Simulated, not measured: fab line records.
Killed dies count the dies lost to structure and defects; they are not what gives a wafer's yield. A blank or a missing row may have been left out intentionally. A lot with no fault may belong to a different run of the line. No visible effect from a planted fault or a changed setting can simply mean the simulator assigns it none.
Which tool did it?    flow gf180mcu    Sampling: 6 lots, 18 wafers, 2 of 602 route steps

## WHAT THE GAUGES SHOWED, per wafer
GF_HV_LDD_CD_MEAS_31: target cd 400 nm.
lot   measured      on         cd_nm (nm)
L131  day 12 02:28  cd_sem-01  398.4 397.8 397.7
L133  day 12 19:32  cd_sem-02  404.0 404.0 405.4
L135  day 13 01:52  cd_sem-02  399.2 399.5 398.1
L137  day 13 18:34  cd_sem-02  399.4 397.5 399.3
L147  day 17 01:14  cd_sem-01  431.0 429.4 430.5
L152  day 18 19:36  cd_sem-01  397.0 396.8 397.2

## WHAT TOOL EACH LOT RAN ON (gives the tool, then ch and the chambers of the sampled wafers, and finally the start)
lot   GF_HV_LDD_EXPOSE_28
L131  iline_stepper-02 ch 0, day 11 17:23
L133  iline_stepper-01 ch 0, day 12 09:20
L135  iline_stepper-02 ch 0, day 12 16:08
L137  iline_stepper-01 ch 0, day 13 08:41
L147  iline_stepper-02 ch 0, day 16 13:40
L152  iline_stepper-01 ch 0, day 18 07:49
- GF_HV_LDD_EXPOSE_28: exposes mask Nplus HV AREA, target cd 400 nm.

## THE ANSWER, worked out from the rows above alone
Rule: what is usual is taken from the lots themselves. Put in order of their means at a reading, lots are off if they are a third of the lots or fewer, leave a main group of 4 or more, and stand apart from it by a gap of 3 or more times the standard deviation of the main group's means; of several such gaps the widest counts. A main group is skipped when, at the precision printed for the reading in the tables above, its means are all equal. A lot without any number at a reading at which 4 lots or more have one is off too. The other lots that the step has rows for count as sound.
Off at GF_HV_LDD_CD_MEAS_31 (cd_nm): L147. For the main group the mean is 399.4 nm and the standard deviation 2.6.
If a tool, at a process step before that reading, ran all the lots that are off and no sound lot after the first of them, it fits. The gauges at GF_HV_LDD_CD_MEAS_31 are tried like those tools. One fits: iline_stepper-02 at GF_HV_LDD_EXPOSE_28. A fault onset in the window from L135 (day 12 16:08, its last sound lot) to L147 (day 16 13:40, its first lot off) fits.

## WHAT THE SIMULATOR PUT IN
Process parameters drifting: iline_stepper-02 at GF_HV_LDD_EXPOSE_28, beginning at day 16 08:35. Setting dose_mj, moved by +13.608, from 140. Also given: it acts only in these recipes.
Struck lots among those shown: L147. The rule given above showed the same thing.
